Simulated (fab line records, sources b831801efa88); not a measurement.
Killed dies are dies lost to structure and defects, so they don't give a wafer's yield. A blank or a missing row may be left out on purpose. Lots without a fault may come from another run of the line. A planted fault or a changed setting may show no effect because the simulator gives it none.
A struck lot beside a sound one | flow sky130 | 39 steps out of a route of 708
Sound: wafers L681.1, L681.3, L681.6. Struck: wafers L669.1, L669.2, L669.5. The cause comes at the end.
At each step with rows: each side's tool, then ch and its chambers, then its first start. Under that, the readings that differ: sound wafers | struck wafers | difference of the means | sigmas: that difference in standard deviations of wafers without a fault.
alike: readings whose means differ by less than 2 such deviations, and words and numbers that are the same on both sides. not compared: withheld readings, readings that some wafer has no value for, bounds like >300 that may hide the same value, and numbers for which the record gives no deviation and whose values overlap.
The two part at a step that has a row with sigmas, a row that says differs or no value, or rows on one side only. Numbers that don't overlap but have no deviation are shown without sigmas and don't part them. A reading that every wafer of one side lacks parts them only if that side has two wafers or more.

first, 10 steps without rows for these wafers: SKY_VT_ADJUST_LVTN_HMDS_01 (prime time 60 s); SKY_VT_ADJUST_LVTN_COAT_02 (resist thk 3000 nm); SKY_VT_ADJUST_LVTN_SOFTBAKE_03; SKY_VT_ADJUST_LVTN_EXPOSE_04 (exposes mask NWM COMPLEMENT LESS NATIVE, target cd 840 nm); SKY_VT_ADJUST_LVTN_PEB_05; SKY_VT_ADJUST_LVTN_DEVELOP_06 (develop time 60 s); SKY_VT_ADJUST_LVTN_IMPLANT_08; SKY_VT_ADJUST_LVTN_STRIP_09 (strips in O2/N2); SKY_VT_ADJUST_LVTN_DEHYDRATE_11 (time 60 s); SKY_VT_ADJUST_LVTN_HMDS_12 (prime time 60 s).
SKY_VT_ADJUST_LVTN_COAT_13: resist thk 1140 nm.
  sound on litho_track-03 ch 0, day 12 22:08; struck on litho_track-02, day 9 20:13
  no value came back on the struck wafers for chill_plate_temp_C (C), dispense_pressure_kPa (kPa), spin_speed_rpm (rpm); on the sound wafers chill_plate_temp_C (C) reads 23.08 23.20 23.12
then, 4 steps without rows for these wafers: SKY_VT_ADJUST_LVTN_SOFTBAKE_14 (time 60 s); SKY_VT_ADJUST_LVTN_EXPOSE_15 (exposes mask HVN STD DERIVED, target cd 600 nm); SKY_VT_ADJUST_LVTN_PEB_16; SKY_VT_ADJUST_LVTN_DEVELOP_17 (develop time 60 s).
SKY_VT_ADJUST_LVTN_OVL_MEAS_18:
  sound on overlay-02, day 13 10:46; struck on overlay-01, day 10 08:29
  reading                    | sound          | struck | difference                    | sigmas
  VT_ADJUST_LVTN_01_OVL (nm) | -0.3 -1.8 -4.2 | - - -  | no value on the struck wafers |
then, 11 steps without rows for these wafers: SKY_VT_ADJUST_LVTN_IMPLANT_19; SKY_VT_ADJUST_LVTN_STRIP_20 (strips in O2/N2); SKY_VT_ADJUST_NCORE_DEHYDRATE_00 (time 60 s); SKY_VT_ADJUST_NCORE_HMDS_01 (prime time 60 s); SKY_VT_ADJUST_NCORE_COAT_02 (resist thk 1119 nm); SKY_VT_ADJUST_NCORE_SOFTBAKE_03 (time 60 s); SKY_VT_ADJUST_NCORE_EXPOSE_04 (exposes mask LVTN COMPLEMENT THIN, target cd 380 nm); SKY_VT_ADJUST_NCORE_PEB_05; SKY_VT_ADJUST_NCORE_DEVELOP_06 (develop time 60 s); SKY_VT_ADJUST_NCORE_IMPLANT_09; SKY_VT_ADJUST_NCORE_STRIP_10 (strips in O2/N2).
SKY_VT_ADJUST_NCORE_TW_MEAS_11:
  sound on film_metro-02, day 14 13:26; struck on film_metro-02, day 11 08:11
  reading            | sound             | struck            | difference | sigmas
  VT_ADJUST_NCORE_TW | 216.9 216.3 216.3 | 248.1 247.5 247.8 | +31.3      | +24
then, 7 steps without rows for these wafers: SKY_VT_ADJUST_HVTR_DEHYDRATE_00 (time 60 s); SKY_VT_ADJUST_HVTR_HMDS_01 (prime time 60 s); SKY_VT_ADJUST_HVTR_COAT_02 (resist thk 1133 nm); SKY_VT_ADJUST_HVTR_SOFTBAKE_03 (time 60 s); SKY_VT_ADJUST_HVTR_EXPOSE_04 (exposes mask HVTRM, target cd 380 nm); SKY_VT_ADJUST_HVTR_PEB_05; SKY_VT_ADJUST_HVTR_DEVELOP_06 (develop time 60 s).
SKY_VT_ADJUST_HVTR_TW_MEAS_11:
  sound on film_metro-03, day 15 16:04; struck on film_metro-02, day 12 07:52
  reading           | sound             | struck            | difference | sigmas
  VT_ADJUST_HVTR_TW | 210.6 210.3 209.5 | 242.1 240.2 242.2 | +31.4      | +16
SKY_VT_ADJUST_PCH_TW_MEAS_10:
  sound on film_metro-04, day 16 18:58; struck on film_metro-04, day 13 08:42
  reading          | sound             | struck            | difference | sigmas
  VT_ADJUST_PCH_TW | 141.2 142.6 140.9 | 202.3 202.6 202.1 | +60.8      | +47
SKY_SONOS_TUNNEL_TW_MEAS_12:
  sound on film_metro-01, day 18 00:30; struck on film_metro-04, day 14 10:45
  reading         | sound             | struck            | difference | sigmas
  SONOS_TUNNEL_TW | 201.7 200.5 200.4 | 232.9 232.7 232.0 | +31.7      | +13
-- the record jumps here: 34 days lie between the struck wafers' starts before and after (it left off in module SONOS_TUNNEL and takes up again in module PAD_OPEN, whose first step shown is number 708 of the route) --
SKY_PAD_OPEN_PROBE_99:
  sound on prober-01, day 50 08:39; struck on prober-02, day 48 08:02
  reading                                   | sound                         | struck                      | difference | sigmas
  killed_at_front_end                       | 18 14 20                      | 419 411 423                 | +400       | +98
  killed_dies                               | 78 76 81                      | 492 492 492                 | +414       | +46
  killed_on_rim                             | 16 20 20                      | 96 96 96                    | +77        | +20
  model.etest.nfet_16v.r_on_ohm_um          | 1.404e+04 1.397e+04 1.402e+04 | 1.61e+04 1.59e+04 1.623e+04 | +2.07e+03  |
  model.etest.res_pwde_under_gate.rs_ohm_sq | 6138 6127 6146                | 5602 5579 5607              | -541       |
  model.etest.pfet_g5v0d10v5.r_on_ohm_um    | 4612 4658 4727                | 4521 4432 4535              | -170       |
  model.etest.tip_p.rs_ohm_sq               | 6859 6833 6821                | 6556 6474 6510              | -324       |
  model.etest.tip_sonos.rs_ohm_sq           | 2696 2683 2699                | 2937 2793 2854              | +169       |
  model.etest.tip_p_5v.rs_ohm_sq            | 2891 2873 2860                | 2809 2792 2805              | -73        |
  model.etest.nfet_05v0_nvt.drive_ua_um     | 587.2 581.3 573.7             | 522.6 535.4 517.5           | -55.6      |
  model.etest.sonos_uncharged.r_on_ohm_um   | 771.7 783.5 787.2             | 823.9 837.7 839.4           | +52.9      |
  alike: killed_at_M0_to_M3, killed_at_M4_up, killed_at_contacts, killed_at_other, killed_open, killed_short

WHERE THEY PART
First at SKY_VT_ADJUST_LVTN_COAT_13; last, within this record, at SKY_PAD_OPEN_PROBE_99.

WHY: what the simulator had put in
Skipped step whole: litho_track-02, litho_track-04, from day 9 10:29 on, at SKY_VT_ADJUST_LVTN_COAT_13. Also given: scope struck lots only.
